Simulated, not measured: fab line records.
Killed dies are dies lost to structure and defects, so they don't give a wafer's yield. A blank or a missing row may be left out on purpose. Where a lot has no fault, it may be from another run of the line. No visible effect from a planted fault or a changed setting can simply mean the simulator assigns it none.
The tool behind it: which one? + flow sky130 + 45 wafers from 15 lots sampled at 2 of the route's 708 steps

WHAT THE GAUGES SHOWED, per wafer
The record lacks any reading of a measuring or inspecting step that a usual standard deviation could be used to judge.

EACH LOT AND THE TOOL THAT RAN IT (in order: tool; ch and the chambers of the sampled wafers; start)
| lot  | SKY_METAL4_ETCH_17                | SKY_PAD_OPEN_PROBE_99   |
|------|-----------------------------------|-------------------------|
| L809 | rieDiel-01 ch 0,2, day 41 09:40   | -                       |
| L810 | rieDiel-01 ch 0,1,3, day 41 21:11 | prober-02, day 45 19:46 |
| L813 | rieDiel-04 ch 0,1,3, day 42 23:55 | prober-01, day 46 19:32 |
| L814 | rieDiel-03 ch 0,2,3, day 43 06:35 | -                       |
| L815 | rieDiel-03 ch 1,3, day 43 17:22   | prober-01, day 47 11:35 |
| L818 | rieDiel-04 ch 1,2, day 44 07:26   | -                       |
| L820 | rieDiel-01 ch 1,2, day 44 20:08   | -                       |
| L823 | rieDiel-01 ch 0,2, day 45 19:09   | prober-01, day 49 07:07 |
| L824 | rieDiel-01 ch 1,2,3, day 45 20:32 | prober-02, day 49 08:34 |
| L825 | rieDiel-01 ch 1,2,3, day 46 01:31 | prober-01, day 49 11:48 |
| L826 | rieDiel-03 ch 0,1,2, day 46 11:17 | prober-02, day 49 20:49 |
| L828 | rieDiel-03 ch 0,2, day 46 19:07   | prober-02, day 50 02:46 |
| L830 | rieDiel-03 ch 0,1,2, day 47 12:43 | -                       |
| L831 | rieDiel-03 ch 0,1,2, day 47 14:32 | -                       |
| L832 | rieDiel-03 ch 0,3, day 47 18:59   | -                       |
- SKY_METAL4_ETCH_17: etches SiO2 in C4F8/O2/Ar, stops on TiN, time 3.9 s, target depth 15 nm.
- SKY_PAD_OPEN_PROBE_99

WHAT THE TOOLS THEMSELVES READ (means of the sampled wafers that have a number; where no wafer has one, the mark that the record gives instead)
SKY_METAL4_ETCH_17.
| lot  | tool       | biasW (W) | chamberPressureMTorr (mTorr) | oesProductAu (a.u.) |
|------|------------|-----------|------------------------------|---------------------|
| L809 | rieDiel-01 | 1203      | 39.99                        | 0.759               |
| L810 | rieDiel-01 | 1199      | 40.00                        | 0.744               |
| L813 | rieDiel-04 | 1202      | 40.01                        | 0.758               |
| L814 | rieDiel-03 | 1197      | 39.98                        | 0.746               |
| L815 | rieDiel-03 | 1200      | 39.98                        | 0.753               |
| L818 | rieDiel-04 | 1200      | 39.99                        | 0.742               |
| L820 | rieDiel-01 | 1200      | 40.00                        | 0.751               |
| L823 | rieDiel-01 | 1201      | 39.96                        | 0.757               |
| L824 | rieDiel-01 | -         | -                            | -                   |
| L825 | rieDiel-01 | -         | -                            | -                   |
| L826 | rieDiel-03 | -         | -                            | -                   |
| L828 | rieDiel-03 | 1198      | 40.03                        | 0.760               |
| L830 | rieDiel-03 | 1200      | 39.96                        | 0.758               |
| L831 | rieDiel-03 | 1201      | 40.01                        | 0.763               |
| L832 | rieDiel-03 | 1204      | 40.01                        | 0.752               |

SKY_PAD_OPEN_PROBE_99.
| lot  | tool      | defectLimitedYield (%) | killed_at_M0_to_M3 | killed_at_M4_up | killedAtContacts | killedAtFrontEnd | killedAtOther | killedDies | killedOnRim | killedOpen | killedShort | sort_bin_3_pad_short (%) | sort_bin_5_function (%) | sort_bin_6_memory (%) | sortNPass | sortYieldPct (%) |
|------|-----------|------------------------|--------------------|-----------------|------------------|------------------|---------------|------------|-------------|------------|-------------|--------------------------|-------------------------|-----------------------|-----------|------------------|
| L810 | prober-02 | 82.7                   | 40                 | 3.0             | 23               | 18               | 0.3           | 85         | 18          | 42         | 43          | 0.9                      | 9.8                     | 6.5                   | 407       | 82.7             |
| L813 | prober-01 | 82.8                   | 45                 | 2.7             | 18               | 18               | 0.7           | 84         | 16          | 46         | 39          | 0.7                      | 10.3                    | 6.2                   | 408       | 82.8             |
| L815 | prober-01 | 81.2                   | 51                 | 3.7             | 22               | 15               | 1.0           | 92         | 16          | 45         | 47          | 1.1                      | 11.8                    | 5.9                   | 400       | 81.2             |
| L823 | prober-01 | 84.0                   | 39                 | 4.0             | 18               | 17               | 1.0           | 79         | 14          | 37         | 41          | 0.8                      | 9.1                     | 6.1                   | 413       | 84.0             |
| L824 | prober-02 | 0.0                    | 47                 | 408.0           | 24               | 12               | 0.0           | 492        | 96          | 46         | 40          | 1.0                      | 92.7                    | 6.3                   | 0         | 0.0              |
| L825 | prober-01 | 0.0                    | 43                 | 410.7           | 23               | 15               | 0.0           | 492        | 96          | 46         | 37          | 0.7                      | 92.8                    | 6.6                   | 0         | 0.0              |
| L826 | prober-02 | 0.0                    | 33                 | 416.0           | 25               | 17               | 1.0           | 492        | 96          | 42         | 37          | 0.5                      | 93.4                    | 6.2                   | 0         | 0.0              |
| L828 | prober-02 | 80.2                   | 46                 | 3.0             | 28               | 21               | 0.0           | 98         | 22          | 49         | 48          | 1.0                      | 12.1                    | 6.8                   | 394       | 80.2             |

THE ANSWER, worked out from the rows above alone
Rule: the lots themselves supply what counts as usual. Put in order of their means at a reading, lots are off if they are a third of the lots or fewer, leave a main group of 4 or more, and stand apart from it by a gap of 3 or more times the standard deviation of the main group's means; of several such gaps the widest counts. Not used: any main group whose means are identical at the precision the tables above print for the reading. A lot without any number at a reading at which 4 lots or more have one is off too. Where the step has rows for the other lots, those lots are counted as sound. The gauges are gone through in route order, then the tools' own readings, and for those a lot's mean is taken as printed above. The first step at which some lot is off is used, and at that step the reading that is off furthest; a lot without a number counts as furthest.
Off, at SKY_METAL4_ETCH_17 on biasW: L824, L825, L826. Without a number there: L824, L825, L826. For the main group the mean is 1200 W and the standard deviation 1.9.
A tool fits if, at that step or a process step before it, it ran every lot that is off, and no sound lot after the first of them. Not one of the candidates tried fits.

WHAT WAS PUT IN BY THE SIMULATOR
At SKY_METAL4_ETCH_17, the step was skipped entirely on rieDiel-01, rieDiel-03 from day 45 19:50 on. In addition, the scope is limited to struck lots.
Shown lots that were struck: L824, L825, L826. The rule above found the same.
